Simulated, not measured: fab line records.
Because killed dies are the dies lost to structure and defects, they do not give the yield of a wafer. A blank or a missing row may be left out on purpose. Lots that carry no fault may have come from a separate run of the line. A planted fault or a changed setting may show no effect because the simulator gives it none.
fab line records ; flow sky130
record lots=5; wafers=15; last-day=50
route steps=708 shown RES_XHIGH@336 SD_N@342 SD_P@359 SALICIDE@361
lots that met no fault: from a run of the same line without faults
start-h: hours from the record's first day to the start of the lot's first wafer shown ; wait-h: hours since the lot's step before ; " as in the row above ; L1.1+2: a row that stands for several wafers ; - no value, or no start given ; * or withheld: withheld ; < > ~ a bound
route shown NAME@n: a module of which the file shows steps, and the number in the route of the first ; usual: the fault-free wafers' mean and standard deviation ; same: alike in all rows ; chamber/n: place in a boat ; sites: each site's reading ; _std_site: standard deviation across them ; _edge_site: outer sites' mean less inner sites' ; radius-mm: how far each site lies from the wafer's centre ; mask NAME#n: copy n ; behind: tool/chamber where the wafer was last shaped ; hold: why the lot went on hold/how many hours it stayed there/how the hold came to an end ; device: the transistor (n, p or np) that didn't switch ; end of line: tests of these same wafers at the route's end ; a step without rows: its recipe alone ; killed: not the wafer's yield, but the dies lost to structure and defects at the first sort ; map: shows each die of a wafer: x if killed, . if not, _ if none is there
set.NAME: the run value of the setting; set.NAME@STEP: its run value at that earlier step ; model.NAME: the simulator's own value behind a step, which no gauge read
lots at selected steps of the route; one table per step, one row per wafer
services: a tool's chamber out of use, with start hour (start-h, from the record's first day; less than 0 if before it), hours out, and reason
## steps
# step SKY_RES_XHIGH_EXPOSE_04
# recipe mask-id=URPM; na=0.6; source-shape=conventional; sigma-outer=0.6; polarization=unpolarized; target-cd-nm=1270; dose-mj=140
# usual stage-vel-mm-s=500.02/0.26
lot.wafer;tool;chamber;start-h;wait-h;mask;stage-vel-mm-s
L076.3;iline-stepper-02;0;-;-;URPM#0;499.73
L076.4;iline-stepper-02;0;-;-;URPM#0;499.44
L076.5;iline-stepper-02;0;-;-;URPM#0;499.48
L081.2;iline-stepper-02;0;-;-;URPM#0;499.68
L081.5;iline-stepper-02;0;-;-;URPM#0;499.56
L081.6;iline-stepper-02;0;-;-;URPM#0;499.76
L089.1;iline-stepper-01;0;-;-;URPM#0;500.18
L089.3;iline-stepper-01;0;-;-;URPM#0;500.17
L089.4;iline-stepper-01;0;-;-;URPM#0;500.35
L095.1;iline-stepper-01;0;-;-;URPM#0;500.52
L095.2;iline-stepper-01;0;-;-;URPM#0;500.28
L095.6;iline-stepper-01;0;-;-;URPM#0;500.20
L096.2;iline-stepper-02;0;-;-;URPM#0;500.43
L096.4;iline-stepper-02;0;-;-;URPM#0;500.31
L096.6;iline-stepper-02;0;-;-;URPM#0;500.66
# step SKY_RES_XHIGH_PEB_05
# recipe temp-c=withheld; time-s=*; resist=NOVOLAK
lot.wafer;tool;chamber;start-h;wait-h
L076.3+4+5;litho-track-01;0;-;-
L081.2+5+6;litho-track-04;0;-;-
L089.1+3+4;litho-track-01;0;-;-
L095.1+2+6;litho-track-04;0;-;-
L096.2+4+6;litho-track-03;0;-;-
# step SKY_RES_XHIGH_DEVELOP_06
# recipe resist=NOVOLAK; developer=TMAH; develop-time-s=58.99; dev-temp-c=23
lot.wafer;tool;chamber;start-h;wait-h
L076.3+4+5;litho-track-01;0;628.76;0.1
L081.2+5+6;litho-track-04;0;690.45;0.1
L089.1+3+4;litho-track-01;0;766.21;0.1
L095.1+2+6;litho-track-04;0;802.52;0.1
L096.2+4+6;litho-track-03;0;803.68;0.1
# step SKY_RES_XHIGH_IMPLANT_07
# recipe species=BF2; energy-kev=20; dose-cm2=3.6e+14; tilt-deg=0
# usual dose-ions-cm2=3.6e+14/3.6e+11
lot.wafer;tool;chamber;start-h;wait-h;dose-ions-cm2
L076.3;implanter-03;0;628.91;0.1;3.598e+14
L076.4;implanter-03;0;628.91;0.1;3.604e+14
L076.5;implanter-03;0;628.91;0.1;3.605e+14
L081.2;implanter-02;0;690.60;0.1;3.604e+14
L081.5;implanter-02;0;690.60;0.1;3.601e+14
L081.6;implanter-02;0;690.60;0.1;3.603e+14
L089.1;implanter-04;0;766.36;0.1;3.596e+14
L089.3;implanter-04;0;766.36;0.1;3.602e+14
L089.4;implanter-04;0;766.36;0.1;3.601e+14
L095.1;implanter-02;0;802.67;0.1;3.596e+14
L095.2;implanter-02;0;802.67;0.1;3.601e+14
L095.6;implanter-02;0;802.67;0.1;3.6e+14
L096.2;implanter-02;0;803.83;0.1;3.594e+14
L096.4;implanter-02;0;803.83;0.1;3.596e+14
L096.6;implanter-02;0;803.83;0.1;3.6e+14
# step SKY_RES_XHIGH_STRIP_08
# recipe chemistry=O2/N2; power-w=1400; pressure-mtorr=1500; platen-temp-c=withheld; o2-flow-sccm=3000; n2-flow-sccm=300; overash-fraction=0.5
# usual drypump-motor-current-A=5.7/0.33; n2-flow-sccm=300.1/0.96; oes-product-au=0.711/0.0041; strip-time-to-endpoint-s=14.28/0.038
lot.wafer;tool;chamber;start-h;wait-h;drypump-motor-current-A;n2-flow-sccm;oes-product-au;rf-hours-counter-h;strip-time-to-endpoint-s
L076.3;plasma-asher-01;1;629.04;0.1;5.9;299.4;0.708;-;14.28
L076.4;plasma-asher-01;0;629.04;0.1;5.5;298.7;0.710;-;14.27
L076.5;plasma-asher-01;0;629.04;0.1;5.5;297.8;0.712;-;14.26
L081.2;plasma-asher-04;1;690.72;0.1;5.8;299.8;0.705;96;14.33
L081.5;plasma-asher-04;1;690.72;0.1;5.8;299.3;0.705;-;14.26
L081.6;plasma-asher-04;0;690.72;0.1;5.8;300.5;0.708;-;14.31
L089.1;plasma-asher-02;0;766.51;0.1;6.0;299.0;0.709;34;14.22
L089.3;plasma-asher-02;0;766.51;0.1;5.9;299.5;0.714;-;14.24
L089.4;plasma-asher-02;1;766.51;0.1;5.0;300.0;0.714;-;14.23
L095.1;plasma-asher-02;0;802.82;0.1;6.0;298.7;0.714;37;14.23
L095.2;plasma-asher-02;1;802.82;0.1;5.0;299.1;0.710;37;14.29
L095.6;plasma-asher-02;1;802.82;0.1;5.0;300.8;0.701;-;14.28
L096.2;plasma-asher-02;1;803.96;0.1;5.0;301.3;0.714;37;14.29
L096.4;plasma-asher-02;0;803.96;0.1;5.9;299.6;0.713;-;14.27
L096.6;plasma-asher-02;0;803.96;0.1;5.9;298.2;0.709;-;14.29
# step SKY_RES_XHIGH_TW_MEAS_09
# usual RES_XHIGH_TW=1636/11
lot.wafer;tool;chamber;start-h;wait-h;RES_XHIGH_TW
L076.3;film-metro-04;-;629.13;0.1;1651
L076.4;film-metro-04;-;629.13;0.1;1637
L076.5;film-metro-04;-;629.13;0.1;1641
L081.2;film-metro-02;-;690.83;0.1;1640
L081.5;film-metro-02;-;690.83;0.1;1639
L081.6;film-metro-02;-;690.83;0.1;1643
L089.1;film-metro-02;-;766.64;0.1;1647
L089.3;film-metro-02;-;766.64;0.1;1649
L089.4;film-metro-02;-;766.64;0.1;1650
L095.1;film-metro-03;-;802.92;0.1;1626
L095.2;film-metro-03;-;802.92;0.1;1628
L095.6;film-metro-03;-;802.92;0.1;1621
L096.2;film-metro-02;-;804.07;0.1;1640
L096.4;film-metro-02;-;804.07;0.1;1631
L096.6;film-metro-02;-;804.07;0.1;1637
# step SKY_SD_N_DEHYDRATE_00
# recipe temp-c=200; time-s=60
lot.wafer;tool;chamber;start-h;wait-h
L076.3+4+5;litho-track-03;0;642.61;13.5
L081.2+5+6;litho-track-02;0;703.52;12.7
L089.1+3+4;litho-track-01;0;778.66;12.0
L095.1+2+6;litho-track-03;0;814.36;11.4
L096.2+4+6;litho-track-01;0;815.49;11.4
# step SKY_SD_N_HMDS_01
# recipe prime-time-s=60; prime-temp-c=120
lot.wafer;tool;chamber;start-h;wait-h
L076.3+4+5;litho-track-03;0;642.76;0.1
L081.2+5+6;litho-track-02;0;703.67;0.1
L089.1+3+4;litho-track-01;0;778.81;0.1
L095.1+2+6;litho-track-03;0;814.51;0.1
L096.2+4+6;litho-track-01;0;815.64;0.1
# step SKY_SD_N_COAT_02
# recipe resist=NOVOLAK; spin-rpm=3000; resist-thk-nm=1140
lot.wafer;tool;chamber;start-h;wait-h
L076.3+4+5;litho-track-03;0;642.91;0.1
L081.2+5+6;litho-track-02;0;703.82;0.1
L089.1+3+4;litho-track-01;0;778.96;0.1
L095.1+2+6;litho-track-03;0;814.66;0.1
L096.2+4+6;litho-track-01;0;815.79;0.1
# step SKY_SD_N_SOFTBAKE_03
# recipe temp-c=90; time-s=60; resist=NOVOLAK
lot.wafer;tool;chamber;start-h;wait-h
L076.3+4+5;litho-track-03;0;643.06;0.1
L081.2+5+6;litho-track-02;0;703.97;0.1
L089.1+3+4;litho-track-01;0;779.11;0.1
L095.1+2+6;litho-track-03;0;814.81;0.1
L096.2+4+6;litho-track-01;0;815.94;0.1
# step SKY_SD_N_EXPOSE_04
# recipe mask-id=NSDM; na=0.6; source-shape=conventional; sigma-outer=0.6; polarization=unpolarized; target-cd-nm=380; dose-mj=141
# usual stage-vel-mm-s=500.03/0.24
lot.wafer;tool;chamber;start-h;wait-h;mask;stage-vel-mm-s
L076.3;iline-stepper-01;0;-;-;NSDM#0;499.99
L076.4;iline-stepper-01;0;-;-;NSDM#0;500.00
L076.5;iline-stepper-01;0;-;-;NSDM#0;499.90
L081.2;iline-stepper-01;0;-;-;NSDM#0;500.27
L081.5;iline-stepper-01;0;-;-;NSDM#0;499.97
L081.6;iline-stepper-01;0;-;-;NSDM#0;500.15
L089.1;iline-stepper-02;0;-;-;NSDM#0;500.03
L089.3;iline-stepper-02;0;-;-;NSDM#0;500.31
L089.4;iline-stepper-02;0;-;-;NSDM#0;500.41
L095.1;iline-stepper-02;0;-;-;NSDM#0;499.71
L095.2;iline-stepper-02;0;-;-;NSDM#0;499.70
L095.6;iline-stepper-02;0;-;-;NSDM#0;499.90
L096.2;iline-stepper-02;0;-;-;NSDM#0;499.94
L096.4;iline-stepper-02;0;-;-;NSDM#0;500.10
L096.6;iline-stepper-02;0;-;-;NSDM#0;500.28
# step SKY_SD_N_PEB_05
# recipe temp-c=withheld; time-s=*; resist=NOVOLAK
lot.wafer;tool;chamber;start-h;wait-h
L076.3+4+5;litho-track-02;0;-;-
L081.2+5+6;litho-track-02;0;-;-
L089.1+3+4;litho-track-01;0;-;-
L095.1+2+6;litho-track-02;0;-;-
L096.2+4+6;litho-track-01;0;-;-
# step SKY_SD_N_DEVELOP_06
# recipe resist=NOVOLAK; developer=TMAH; develop-time-s=60; dev-temp-c=23
lot.wafer;tool;chamber;start-h;wait-h
L076.3+4+5;litho-track-02;0;657.15;0.1
L081.2+5+6;litho-track-02;0;717.52;0.1
L089.1+3+4;litho-track-01;0;792.36;0.1
L095.1+2+6;litho-track-02;0;828.50;0.1
L096.2+4+6;litho-track-01;0;829.94;0.1
# step SKY_SD_N_CD_MEAS_07
# recipe target-cd-nm=380
# usual cd-nm=379.7/2.6
lot.wafer;tool;chamber;start-h;wait-h;cd-nm
L076.3;cd-sem-01;-;657.29;0.1;382.0
L076.4;cd-sem-01;-;657.29;0.1;382.2
L076.5;cd-sem-01;-;657.29;0.1;382.0
L081.2;cd-sem-01;-;717.67;0.1;383.3
L081.5;cd-sem-01;-;717.67;0.1;382.3
L081.6;cd-sem-01;-;717.67;0.1;380.0
L089.1;cd-sem-01;-;792.70;0.3;383.8
L089.3;cd-sem-01;-;792.70;0.3;382.3
L089.4;cd-sem-01;-;792.70;0.3;384.1
L095.1;cd-sem-02;-;828.65;0.1;373.3
L095.2;cd-sem-02;-;828.65;0.1;376.6
L095.6;cd-sem-02;-;828.65;0.1;374.6
L096.2;cd-sem-01;-;830.08;0.1;377.3
L096.4;cd-sem-01;-;830.08;0.1;378.6
L096.6;cd-sem-01;-;830.08;0.1;380.9
# step SKY_SD_N_OVL_MEAS_08
# usual SD_N_OVL=-0.7/1.3
lot.wafer;tool;chamber;start-h;wait-h;SD_N_OVL[nm]
L076.3;overlay-01;-;657.38;0.1;-1.9
L076.4;overlay-01;-;657.38;0.1;-1.4
L076.5;overlay-01;-;657.38;0.1;-1.0
L081.2;overlay-01;-;717.77;0.1;-1.8
L081.5;overlay-01;-;717.77;0.1;-1.5
L081.6;overlay-01;-;717.77;0.1;-1.5
L089.1;overlay-01;-;792.82;0.1;-0.4
L089.3;overlay-01;-;792.82;0.1;-1.4
L089.4;overlay-01;-;792.82;0.1;-0.7
L095.1;overlay-01;-;828.77;0.1;-0.2
L095.2;overlay-01;-;828.77;0.1;-1.3
L095.6;overlay-01;-;828.77;0.1;-0.2
L096.2;overlay-01;-;830.19;0.1;-1.2
L096.4;overlay-01;-;830.19;0.1;-1.0
L096.6;overlay-01;-;830.19;0.1;-0.3
# step SKY_SD_N_IMPLANT_09
# recipe species=As; energy-kev=50; dose-cm2=4e+15; tilt-deg=0
# usual dose-ions-cm2=4e+15/4.4e+12
lot.wafer;tool;chamber;start-h;wait-h;dose-ions-cm2
L076.3;implanter-04;0;657.45;0.1;4.004e+15
L076.4;implanter-04;0;657.45;0.1;4e+15
L076.5;implanter-04;0;657.45;0.1;4.002e+15
L081.2;implanter-01;0;717.83;0.0;4.005e+15
L081.5;implanter-01;0;717.83;0.0;4e+15
L081.6;implanter-01;0;717.83;0.0;4e+15
L089.1;implanter-01;0;792.85;0.0;4e+15
L089.3;implanter-01;0;792.85;0.0;4.004e+15
L089.4;implanter-01;0;792.85;0.0;4.004e+15
L095.1;implanter-02;0;828.80;0.0;3.998e+15
L095.2;implanter-02;0;828.80;0.0;3.999e+15
L095.6;implanter-02;0;828.80;0.0;4.002e+15
L096.2;implanter-04;0;830.24;0.0;4.005e+15
L096.4;implanter-04;0;830.24;0.0;4.003e+15
L096.6;implanter-04;0;830.24;0.0;4.003e+15
# step SKY_SD_N_IMPLANT_10
# recipe species=P; energy-kev=20; dose-cm2=1e+14; tilt-deg=0
# usual dose-ions-cm2=1.0002e+14/1e+11
lot.wafer;tool;chamber;start-h;wait-h;dose-ions-cm2
L076.3;implanter-04;0;657.60;0.1;9.986e+13
L076.4;implanter-04;0;657.60;0.1;1.0002e+14
L076.5;implanter-04;0;657.60;0.1;1.0013e+14
L081.2;implanter-01;0;717.98;0.1;1.0004e+14
L081.5;implanter-01;0;717.98;0.1;9.994e+13
L081.6;implanter-01;0;717.98;0.1;9.992e+13
L089.1;implanter-01;0;793.00;0.1;1.0005e+14
L089.3;implanter-01;0;793.00;0.1;9.999e+13
L089.4;implanter-01;0;793.00;0.1;9.991e+13
L095.1;implanter-02;0;828.95;0.1;1.0005e+14
L095.2;implanter-02;0;828.95;0.1;1.0006e+14
L095.6;implanter-02;0;828.95;0.1;1.0012e+14
L096.2;implanter-04;0;830.39;0.1;1e+14
L096.4;implanter-04;0;830.39;0.1;1.0011e+14
L096.6;implanter-04;0;830.39;0.1;1.0015e+14
# step SKY_SD_N_STRIP_11
# recipe chemistry=O2/N2; power-w=1400; pressure-mtorr=1500; platen-temp-c=withheld; o2-flow-sccm=3000; n2-flow-sccm=300; overash-fraction=0.5
# usual drypump-motor-current-A=5.5/0.37; n2-flow-sccm=299.9/0.88; oes-product-au=0.528/0.0045; strip-time-to-endpoint-s=22.54/0.039
lot.wafer;tool;chamber;start-h;wait-h;drypump-motor-current-A;n2-flow-sccm;oes-product-au;rf-hours-counter-h;strip-time-to-endpoint-s
L076.3;plasma-asher-02;1;657.74;0.1;5.0;299.2;0.526;-;22.53
L076.4;plasma-asher-02;0;657.74;0.1;6.0;299.3;0.527;-;22.53
L076.5;plasma-asher-02;0;657.74;0.1;6.0;299.9;0.526;-;22.52
L081.2;plasma-asher-02;1;718.10;0.1;5.0;299.6;0.524;29;22.54
L081.5;plasma-asher-02;1;718.10;0.1;5.0;301.0;0.530;-;22.54
L081.6;plasma-asher-02;0;718.10;0.1;6.0;299.1;0.532;-;22.48
L089.1;plasma-asher-03;0;793.15;0.1;5.4;300.6;0.525;67;22.57
L089.3;plasma-asher-03;0;793.15;0.1;5.4;301.0;0.526;-;22.62
L089.4;plasma-asher-03;1;793.15;0.1;5.5;300.5;0.522;-;22.65
L095.1;plasma-asher-02;1;829.10;0.1;5.0;297.4;0.531;40;22.57
L095.2;plasma-asher-02;0;829.10;0.1;6.0;301.0;0.532;40;22.57
L095.6;plasma-asher-02;0;829.10;0.1;6.0;299.6;0.531;-;22.63
L096.2;plasma-asher-04;1;830.52;0.1;5.8;300.0;0.526;8;22.56
L096.4;plasma-asher-04;1;830.52;0.1;5.8;299.2;0.533;-;22.53
L096.6;plasma-asher-04;0;830.52;0.1;5.8;299.2;0.526;-;22.54
# step SKY_SD_N_TW_MEAS_12
# usual SD_N_TW=3966/25
lot.wafer;tool;chamber;start-h;wait-h;SD_N_TW
L076.3;film-metro-03;-;657.82;0.1;3920
L076.4;film-metro-03;-;657.82;0.1;3912
L076.5;film-metro-03;-;657.82;0.1;3931
L081.2;film-metro-03;-;718.21;0.1;3929
L081.5;film-metro-03;-;718.21;0.1;3934
L081.6;film-metro-03;-;718.21;0.1;3963
L089.1;film-metro-02;-;793.25;0.1;3978
L089.3;film-metro-02;-;793.25;0.1;3966
L089.4;film-metro-02;-;793.25;0.1;3976
L095.1;film-metro-02;-;829.20;0.1;3988
L095.2;film-metro-02;-;829.20;0.1;3970
L095.6;film-metro-02;-;829.20;0.1;3986
L096.2;film-metro-02;-;830.63;0.1;3976
L096.4;film-metro-02;-;830.63;0.1;3956
L096.6;film-metro-02;-;830.63;0.1;3968
# step SKY_SD_N_CLEAN_13
# recipe chemistry=SC1/SC2; mix=1:4:20; temp-c=70; time-s=150; dry=n2-spin
lot.wafer;tool;chamber;start-h;wait-h
L076.3+4+5;wet-bench-01;0;657.86;0.0
L081.2+5+6;wet-bench-02;1;718.26;0.0
L089.1+3+4;wet-bench-02;1;793.31;0.1
L095.1+2+6;wet-bench-04;2;829.26;0.1
L096.2+4+6;wet-bench-02;0;830.68;0.0
# step SKY_SD_N_RTA_14
# recipe temp-c=1075; time-s=2; idle-temp-c=650; ramp-up-c-per-s=150; ramp-down-c-per-s=90; ambient=N2
# usual lamp-power-pct=15.73/0.061; ramp-up-c-per-s=150.00/0.026; wafer_temp_C_max=1077.8/1.3
lot.wafer;tool;chamber;start-h;wait-h;lamp-power-pct;ramp-up-c-per-s;wafer_temp_C_max
L076.3;rtp-anneal-02;0;657.93;0.0;15.75;150.00;1078.0
L076.4;rtp-anneal-02;0;657.93;0.0;15.83;149.96;1075.4
L076.5;rtp-anneal-02;0;657.93;0.0;15.77;150.00;1079.6
L081.2;rtp-anneal-01;0;718.32;0.0;15.72;150.01;1077.1
L081.5;rtp-anneal-01;0;718.32;0.0;15.69;150.03;1077.7
L081.6;rtp-anneal-01;0;718.32;0.0;15.76;149.99;1077.3
L089.1;rtp-anneal-01;0;793.36;0.0;15.75;149.98;1077.6
L089.3;rtp-anneal-01;0;793.36;0.0;15.67;149.98;1077.8
L089.4;rtp-anneal-01;0;793.36;0.0;15.79;149.98;1080.5
L095.1;rtp-anneal-01;0;829.31;0.0;15.74;150.00;1077.4
L095.2;rtp-anneal-01;0;829.31;0.0;15.69;149.99;1078.1
L095.6;rtp-anneal-01;0;829.31;0.0;15.77;149.95;1076.2
L096.2;rtp-anneal-02;0;830.74;0.0;15.78;149.94;1076.5
L096.4;rtp-anneal-02;0;830.74;0.0;15.72;149.97;1077.1
L096.6;rtp-anneal-02;0;830.74;0.0;15.67;149.96;1076.0
# step SKY_SD_N_RS_MEAS_16
# recipe thk-meas-gauge=four-point-probe
# usual SD_N_RS=68.54/0.13
lot.wafer;tool;chamber;start-h;wait-h;SD_N_RS[ohm/sq]
L076.3;film-metro-02;-;658.13;0.1;68.65
L076.4;film-metro-02;-;658.13;0.1;68.73
L076.5;film-metro-02;-;658.13;0.1;68.63
L081.2;film-metro-02;-;718.51;0.1;68.53
L081.5;film-metro-02;-;718.51;0.1;68.45
L081.6;film-metro-02;-;718.51;0.1;68.49
L089.1;film-metro-04;-;793.54;0.1;68.35
L089.3;film-metro-04;-;793.54;0.1;68.41
L089.4;film-metro-04;-;793.54;0.1;68.50
L095.1;film-metro-04;-;829.49;0.1;68.57
L095.2;film-metro-04;-;829.49;0.1;68.55
L095.6;film-metro-04;-;829.49;0.1;68.41
L096.2;film-metro-04;-;830.92;0.1;68.30
L096.4;film-metro-04;-;830.92;0.1;68.45
L096.6;film-metro-04;-;830.92;0.1;68.47
# step SKY_SD_N_RS_MEAS_17
# recipe thk-meas-gauge=four-point-probe
# usual SD_P_RS=147.0/0.41
lot.wafer;tool;chamber;start-h;wait-h;SD_P_RS[ohm/sq]
L076.3;film-metro-02;-;658.25;0.1;148.3
L076.4;film-metro-02;-;658.25;0.1;147.4
L076.5;film-metro-02;-;658.25;0.1;147.3
L081.2;film-metro-02;-;718.63;0.1;146.6
L081.5;film-metro-02;-;718.63;0.1;146.7
L081.6;film-metro-02;-;718.63;0.1;146.2
L089.1;film-metro-04;-;793.66;0.1;147.0
L089.3;film-metro-04;-;793.66;0.1;147.1
L089.4;film-metro-04;-;793.66;0.1;147.1
L095.1;film-metro-04;-;829.61;0.1;146.5
L095.2;film-metro-04;-;829.61;0.1;146.6
L095.6;film-metro-04;-;829.61;0.1;146.5
L096.2;film-metro-04;-;831.04;0.1;147.1
L096.4;film-metro-04;-;831.04;0.1;147.1
L096.6;film-metro-04;-;831.04;0.1;147.4
# step SKY_SD_N_RS_MEAS_18
# recipe thk-meas-gauge=four-point-probe
# usual RES_XHIGH_RS=333.4/1.2
lot.wafer;tool;chamber;start-h;wait-h;RES_XHIGH_RS[ohm/sq]
L076.3;film-metro-02;-;658.37;0.1;334.0
L076.4;film-metro-02;-;658.37;0.1;334.2
L076.5;film-metro-02;-;658.37;0.1;332.4
L081.2;film-metro-02;-;718.75;0.1;332.5
L081.5;film-metro-02;-;718.75;0.1;333.1
L081.6;film-metro-02;-;718.75;0.1;332.6
L089.1;film-metro-04;-;793.78;0.1;334.7
L089.3;film-metro-04;-;793.78;0.1;334.1
L089.4;film-metro-04;-;793.78;0.1;334.3
L095.1;film-metro-04;-;829.73;0.1;331.4
L095.2;film-metro-04;-;829.73;0.1;331.5
L095.6;film-metro-04;-;829.73;0.1;333.4
L096.2;film-metro-04;-;831.16;0.1;332.7
L096.4;film-metro-04;-;831.16;0.1;334.0
L096.6;film-metro-04;-;831.16;0.1;332.8
# step SKY_SALICIDE_CLEAN_00
# recipe chemistry=HF-last; time-s=30; dilution=100:1; dry=ipa-marangoni
lot.wafer;tool;chamber;start-h;wait-h
L076.3+4+5;wet-bench-04;3;658.45;0.1
L081.2+5+6;wet-bench-03;3;718.85;0.1
L089.1+3+4;wet-bench-03;1;793.90;0.1
L095.1+2+6;wet-bench-01;0;829.85;0.1
L096.2+4+6;wet-bench-01;3;831.26;0.1
## services
tool;chamber;start-h;hours;kind
implanter-02;-;593.20;0.7;repair
iline-stepper-02;-;594.62;1.7;pm
implanter-02;-;603.17;1.2;repair
rtp-anneal-02;-;605.53;1.7;pm
iline-stepper-01;-;622.01;1.7;pm
implanter-02;-;633.39;2.6;pm
implanter-04;-;643.70;1.0;repair
wet-bench-02;-;652.78;1.3;repair
implanter-01;-;677.95;6.5;pm
implanter-02;-;697.73;5.2;repair
implanter-04;-;705.13;3.1;repair
iline-stepper-02;-;716.65;10.2;repair
wet-bench-02;-;730.26;1.9;pm
plasma-asher-04;-;733.75;9.0;pm
implanter-01;-;738.40;3.0;repair
implanter-04;-;760.66;4.2;repair
plasma-asher-02;-;775.78;2.8;pm
implanter-01;-;784.81;3.6;repair
iline-stepper-02;-;812.80;1.7;pm
iline-stepper-01;-;814.55;2.1;pm
implanter-02;-;817.38;6.0;repair
iline-stepper-02;-;820.10;4.9;repair
wet-bench-02;-;821.62;1.5;repair
iline-stepper-02;-;828.61;8.6;repair
## key
fault none
